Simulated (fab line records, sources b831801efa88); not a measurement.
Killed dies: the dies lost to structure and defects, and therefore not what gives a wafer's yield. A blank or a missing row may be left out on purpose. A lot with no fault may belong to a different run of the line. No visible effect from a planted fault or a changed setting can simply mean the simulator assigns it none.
Comparing a struck lot with a sound one || flow sky130 || 14 out of 708 route steps
Sound: these wafers, L966.2, L966.3, L966.4. Wafers L973.1, L973.2, L973.5 were the ones struck. The cause comes at the end.
For every step that has rows: the tool of each side, followed by ch and its chambers, followed by its first start. Under that, the readings that differ: sound wafers || struck wafers || difference of the means || sigmas: that difference in standard deviations of wafers without a fault.
alike: same words and numbers on both sides, and readings whose means sit less than 2 such deviations apart. not compared: any withheld reading, any reading some wafer has no value for, any bound like >300 that may hide the same value, and any number with overlapping values for which the record gives no deviation.
The two part at a step that has a row with sigmas, a row that says differs or no value, or rows on one side only. When numbers do not overlap yet have no deviation, they are printed without sigmas and do not part them. Lack of a reading on every wafer of one side parts them only where that side has two or more wafers.

SKY_VIA4_STRIP_13: strips in O2/N2.
  sound on plasma asher-04 ch 0,1, day 43 18:00; struck on plasma asher-02 ch 0,1, day 45 02:55
  alike: drypump motor current A, oes product au, strip time to endpoint s
  not compared: rf hours counter h
then, 3 steps without rows for these wafers: SKY_VIA4_STRIP_14 (strips in post etch residue remover, time 1200 s); SKY_VIA4_CLEAN_15 (cleans in IPA, time 180 s); SKY_VIA4_CLEAN_16 (cleans in O3/DIW).
SKY_VIA4_SPUTTER_17: material TiN, target thk 20 nm, time 80 s.
  sound: pvd sputter-01 at day 43 18:35; struck: pvd sputter-04 at day 45 03:30
{"reading": "cathode dc power W (W)", "sound": "4001.1 4001.2 4001.3", "struck": "3999.8 3999.2 3999.9", "difference": -1.6, "sigmas": -2}
  alike: throttle valve pct
then, 1 step without rows for these wafers: SKY_VIA4_CVD_18 (deposits W, target thk 505 nm, time 152.14 s).
SKY_VIA4_RS_MEAS_19: measures by four-point-probe.
  sound: film metro-02 at day 43 18:49; struck: film metro-02 at day 45 03:43
  alike: VIA4_W_RS
SKY_VIA4_THK_MEAS_20: measures by xrf.
  sound: film metro-02 at day 43 18:56; struck: film metro-02 at day 45 03:50
  alike: VIA4_W_THK
then, 1 step without rows for these wafers: SKY_VIA4_CMP_21 (polishes, stops on SiO2, t overpolish 25 s, target thk 0 nm).
SKY_METAL5_SPUTTER_00: material Ti, target thk 15 nm, time 10 s.
  sound: pvd sputter-01 at day 43 19:17; struck: pvd sputter-02 at day 45 04:12
  alike: cathode dc power W, throttle valve pct
then, 1 step without rows for these wafers: SKY_METAL5_SPUTTER_01 (material TiN, target thk 20 nm, time 16.7 s).
SKY_METAL5_SPUTTER_02: material AlCu, target thk 1150 nm, time 61.2 s.
  sound: pvd sputter-01 at day 43 19:20; struck: pvd sputter-02 at day 45 04:15
  alike: cathode dc power W, throttle valve pct
SKY_METAL5_SPUTTER_03: material Ti, target thk 5 nm, time 3.3 s.
  sound: pvd sputter-01 at day 43 19:23; struck: pvd sputter-02 at day 45 04:18
{"reading": "cathode dc power W (W)", "sound": "2999.3 2999.5 2999.8", "struck": "2510.3 2509.8 2510.3", "difference": -489.4, "sigmas": "-99 or more"}
{"reading": "model.Ti_of_METAL5_SPUTTER_03.thk nm (nm)", "sound": "5.066 5.157 5.115", "struck": "4.218 4.291 4.208", "difference": -0.874, "sigmas": ""}
  alike: throttle valve pct
SKY_METAL5_SPUTTER_04: material TiN, target thk 70 nm, time 58.3 s.
  sound: pvd sputter-01 at day 43 19:24; struck: pvd sputter-02 at day 45 04:19
  alike: cathode dc power W, throttle valve pct

== WHERE THEY PART ==
Last at SKY_METAL5_SPUTTER_03 as far as this record goes, first at SKY_VIA4_SPUTTER_17. Later steps at which nothing parts them and some readings are alike: SKY_METAL5_SPUTTER_04.

WHY: what had been put in by the simulator
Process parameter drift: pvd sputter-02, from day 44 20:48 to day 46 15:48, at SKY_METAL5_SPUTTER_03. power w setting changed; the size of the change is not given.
